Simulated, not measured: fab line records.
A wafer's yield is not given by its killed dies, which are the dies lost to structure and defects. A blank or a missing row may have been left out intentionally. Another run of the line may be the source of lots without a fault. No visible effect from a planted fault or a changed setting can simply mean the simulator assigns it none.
One fault seen from 2 desks || flow gf180mcu || numbers are kept per desk, each desk with only its own; the story behind them comes last

AT THE METROLOGY DESK
What the gauges read, lot by lot, whatever tool the lot ran on: means of the sampled wafers that have a number. Marked OUT: a lot whose mean sits more than 4 standard deviations from the usual mean, which makes it out of limits; the brackets give that distance.
Columns: A = SALICIDE_TIN_THK at GF_SALICIDE_THK_MEAS_05, usual 20.12 nm; B = CONTACT_BOW at GF_CONTACT_BOW_MEAS_05, usual 66 um; C = cdNm at GF_CONTACT_CD_MEAS_14, usual 219.7 nm
{"lot": "L114", "first seen here": "day 15 01:00", "A": 19.74, "B": 70, "C": 220.1}
{"lot": "L115", "first seen here": "day 15 09:35", "A": 20.12, "B": 68, "C": 216.8}
{"lot": "L116", "first seen here": "day 15 17:32", "A": 19.92, "B": 64, "C": 219.7}
{"lot": "L118", "first seen here": "day 16 16:26", "A": 20.12, "B": 61, "C": 217.7}
{"lot": "L124", "first seen here": "day 18 20:17", "A": 20.09, "B": 60, "C": 221.3}
{"lot": "L125", "first seen here": "day 19 04:10", "A": 19.91, "B": 66, "C": 221.7}
{"lot": "L127", "first seen here": "day 19 20:46", "A": 20.02, "B": 67, "C": 220.3}
{"lot": "L129", "first seen here": "day 20 12:25", "A": 19.89, "B": 62, "C": 220.3}
{"lot": "L131", "first seen here": "day 21 07:54", "A": 20.16, "B": 65, "C": 221.9}
{"lot": "L132", "first seen here": "day 21 16:58", "A": 20.35, "B": 63, "C": 219.4}
{"lot": "L133", "first seen here": "day 21 22:17", "A": 20.08, "B": 65, "C": 218.9}
{"lot": "L134", "first seen here": "day 22 04:32", "A": 20.16, "B": 59, "C": 220.5}
{"lot": "L135", "first seen here": "day 22 12:47", "A": 19.87, "B": 63, "C": 220.1}
{"lot": "L136", "first seen here": "day 22 19:10", "A": 20.47, "B": 63, "C": 220.1}
This desk found nothing out of limits on any of the 14 lots.

THE TOOL OWNER'S DESK: lithoTrack-02
The tool's own readings at GF_SAB_DEVELOP_08 (develop time 60 s): means of the sampled wafers that have a number, for each lot that ran on this tool. Marked OUT: a lot whose mean sits more than 4 standard deviations from the usual mean, which makes it out of limits; the brackets give that distance.
Columns: A = developerTempC at GF_SAB_DEVELOP_08, usual 22.98 C
{"lot": "L115", "first seen here": "day 15 08:48", "A": 23.07}
{"lot": "L124", "first seen here": "day 18 19:29", "A": "22.23 (-6.8) OUT"}
{"lot": "L125", "first seen here": "day 19 03:21", "A": "22.17 (-7.4) OUT"}
{"lot": "L133", "first seen here": "day 21 21:27", "A": 22.96}
This desk finds L124, L125 out of limits, L124 being first, at day 18 19:29 (developerTempC at GF_SAB_DEVELOP_08). Within limits: L115, L133.

PUT TOGETHER
The tool owner's desk had the chance to raise an alarm at day 18 19:29 on L124, L125.
At the metrology desk, nothing out of limits was observed.
The metrology desk has L124, L125 on record, within its limits.
The lots listed all ran GF_SAB_DEVELOP_08 on lithoTrack-02.

WHAT THE SIMULATOR PUT IN
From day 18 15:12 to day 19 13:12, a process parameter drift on lithoTrack-02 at GF_SAB_DEVELOP_08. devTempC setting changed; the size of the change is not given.
Shown lots that were struck: L124, L125.
Each desk's first reading out of limits, in hours after the fault started: the tool owner's desk, 4.
